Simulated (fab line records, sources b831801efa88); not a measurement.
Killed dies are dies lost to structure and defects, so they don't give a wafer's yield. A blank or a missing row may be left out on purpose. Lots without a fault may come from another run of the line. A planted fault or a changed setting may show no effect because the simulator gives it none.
Chamber matching | flow sky130 | SKY_VIA3_CMP_02 on cmp-01: 4 sister chambers
The step polishes SiO2. 4 wafers are shown with their chamber, then 8 later ones without.

WAFERS WITH THEIR CHAMBER
wafer  | chamber | motor_current_A (A)
L898.1 | 1       | 10.5
L902.5 | 0       | 12.5
L902.6 | 3       | 12.6
L904.1 | 2       | 10.8

WAFERS WITHOUT THEIR CHAMBER
wafer  | motor_current_A (A)
L904.5 | 10.1
L904.6 | 12.3
L905.1 | 10.6
L905.2 | 10.7
L905.3 | 12.2
L907.2 | 10.7
L907.4 | 10.4
L907.6 | 12.1

WHICH CHAMBER EACH WENT THROUGH
wafer  | from the rows above     | in truth
L904.5 | can't be placed: 1 or 2 | 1
L904.6 | can't be placed: 0 or 3 | 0
L905.1 | can't be placed: 1 or 2 | 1
L905.2 | can't be placed: 2 or 1 | 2
L905.3 | can't be placed: 0 or 3 | 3
L907.2 | can't be placed: 2 or 1 | 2
L907.4 | can't be placed: 1 or 2 | 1
L907.6 | can't be placed: 0 or 3 | 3
Placed correctly: 0 of 8. Can't be placed from these rows: 8 (the true chamber is among the candidates in 8). Placed wrongly: 0.
How it was worked out, from the rows above alone: a wafer's distance from a chamber is the root of the sum, over the readings, of the square of ((its reading less the chamber's mean) divided by the reading's scatter). The wafer belongs to the nearest chamber; if the next one is less than 2 further off, it can't be placed. A chamber's mean is the mean of its shown wafers. The scatter: with one shown wafer a chamber, the root of the mean of the squares of how far each hidden wafer lies from its nearest shown one.
